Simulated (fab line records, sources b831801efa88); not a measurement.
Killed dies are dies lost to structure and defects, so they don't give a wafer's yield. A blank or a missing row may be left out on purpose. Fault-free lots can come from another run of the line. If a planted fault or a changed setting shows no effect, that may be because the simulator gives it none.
What tool caused it? :: flow gf180mcu :: 45 wafers from 15 lots sampled at 2 of the route's 602 steps

== WHAT THE GAUGES READ, wafer by wafer ==
GF_V4_THK_MEAS_03. Usual: V4_CVD_02_THK gives 852 nm (standard deviation 10).
lot: L920
measured: day 23 15:46
on: film_metro-04
V4_CVD_02_THK (nm): 845 864 865
flag: 

lot: L921
measured: day 23 19:18
on: film_metro-04
V4_CVD_02_THK (nm): 854 837 856
flag: 

lot: L922
measured: day 24 11:38
on: film_metro-03
V4_CVD_02_THK (nm): 869 857 847
flag: 

lot: L924
measured: day 24 23:02
on: film_metro-02
V4_CVD_02_THK (nm): 841 853 856
flag: 

lot: L925
measured: day 25 11:22
on: film_metro-03
V4_CVD_02_THK (nm): 846 852 857
flag: 

lot: L926
measured: day 25 18:04
on: film_metro-03
V4_CVD_02_THK (nm): 839 843 847
flag: 

lot: L927
measured: day 26 04:22
on: film_metro-02
V4_CVD_02_THK (nm): 846 859 855
flag: 

lot: L928
measured: day 26 10:41
on: film_metro-04
V4_CVD_02_THK (nm): 847 855 868
flag: 

lot: L929
measured: day 26 15:50
on: film_metro-02
V4_CVD_02_THK (nm): 852 875 875
flag: 

lot: L930
measured: day 27 02:38
on: film_metro-03
V4_CVD_02_THK (nm): 855 860 868
flag: 

lot: L931
measured: day 27 07:11
on: film_metro-02
V4_CVD_02_THK (nm): 852 835 848
flag: 

lot: L932
measured: day 27 17:12
on: film_metro-04
V4_CVD_02_THK (nm): 854 849 863
flag: 

lot: L934
measured: day 28 06:06
on: film_metro-04
V4_CVD_02_THK (nm): 843 849 860
flag: 

lot: L935
measured: day 28 15:28
on: film_metro-03
V4_CVD_02_THK (nm): 846 848 858
flag: 

lot: L936
measured: day 28 18:29
on: film_metro-02
V4_CVD_02_THK (nm): 844 858 857
flag: 

== WHAT TOOL EACH LOT RAN ON (gives the tool, then ch and the chambers of the sampled wafers, and finally the start) ==
lot: L920
GF_V4_CVD_02: pecvd-03 ch 0,1,2, day 23 15:40

lot: L921
GF_V4_CVD_02: pecvd-04 ch 0,2, day 23 19:13

lot: L922
GF_V4_CVD_02: pecvd-03 ch 0,1,2, day 24 11:34

lot: L924
GF_V4_CVD_02: pecvd-03 ch 1,2, day 24 22:58

lot: L925
GF_V4_CVD_02: pecvd-04 ch 1,2, day 25 11:17

lot: L926
GF_V4_CVD_02: pecvd-04 ch 0,1,2, day 25 18:00

lot: L927
GF_V4_CVD_02: pecvd-03 ch 1,2, day 26 04:17

lot: L928
GF_V4_CVD_02: pecvd-03 ch 0,2, day 26 10:35

lot: L929
GF_V4_CVD_02: pecvd-04 ch 0,2, day 26 15:46

lot: L930
GF_V4_CVD_02: pecvd-04 ch 1,2, day 27 02:34

lot: L931
GF_V4_CVD_02: pecvd-02 ch 0,1,2, day 27 07:07

lot: L932
GF_V4_CVD_02: pecvd-03 ch 0,1, day 27 17:08

lot: L934
GF_V4_CVD_02: pecvd-02 ch 0,2, day 28 06:02

lot: L935
GF_V4_CVD_02: pecvd-02 ch 0,1,2, day 28 15:23

lot: L936
GF_V4_CVD_02: pecvd-03 ch 0,1,2, day 28 18:24
- GF_V4_CVD_02: deposits SiO2 from TEOS, target thk 850 nm, time 94.851 s.

== WHAT THE TOOLS THEMSELVES READ (means of the sampled wafers that have a number; where no wafer has one, the mark that the record gives instead) ==
GF_V4_CVD_02. Usual: heater_power_w reads 628 W (standard deviation 120).
lot: L920
tool: pecvd-03
heater_power_w (W): 645
flag: 

lot: L921
tool: pecvd-04
heater_power_w (W): 556
flag: 

lot: L922
tool: pecvd-03
heater_power_w (W): 570
flag: 

lot: L924
tool: pecvd-03
heater_power_w (W): 579
flag: 

lot: L925
tool: pecvd-04
heater_power_w (W): 565
flag: 

lot: L926
tool: pecvd-04
heater_power_w (W): 519
flag: 

lot: L927
tool: pecvd-03
heater_power_w (W): 698
flag: 

lot: L928
tool: pecvd-03
heater_power_w (W): 590
flag: 

lot: L929
tool: pecvd-04
heater_power_w (W): 581
flag: 

lot: L930
tool: pecvd-04
heater_power_w (W): 527
flag: 

lot: L931
tool: pecvd-02
heater_power_w (W): 660
flag: 

lot: L932
tool: pecvd-03
heater_power_w (W): 763
flag: 

lot: L934
tool: pecvd-02
heater_power_w (W): 690
flag: 

lot: L935
tool: pecvd-02
heater_power_w (W): 655
flag: 

lot: L936
tool: pecvd-03
heater_power_w (W): 682
flag: 

== THE ANSWER, worked out from the rows above alone ==
Rule: a lot counts as off when the mean over its wafers that have a number is more than 3 standard deviations away from the usual mean. A lot without any number at a reading at which 4 lots or more have one is off too. The other lots that the step has rows for count as sound. After the gauges, taken in route order, come the tools' own readings; for these a lot's mean is taken, as printed above. At the first step where some lot is off, the reading lying furthest off is the one used; lots without a number count as furthest.
Across all readings shown, no lot is off: no conclusion can be drawn from this.

== WHAT WAS PUT IN BY THE SIMULATOR ==
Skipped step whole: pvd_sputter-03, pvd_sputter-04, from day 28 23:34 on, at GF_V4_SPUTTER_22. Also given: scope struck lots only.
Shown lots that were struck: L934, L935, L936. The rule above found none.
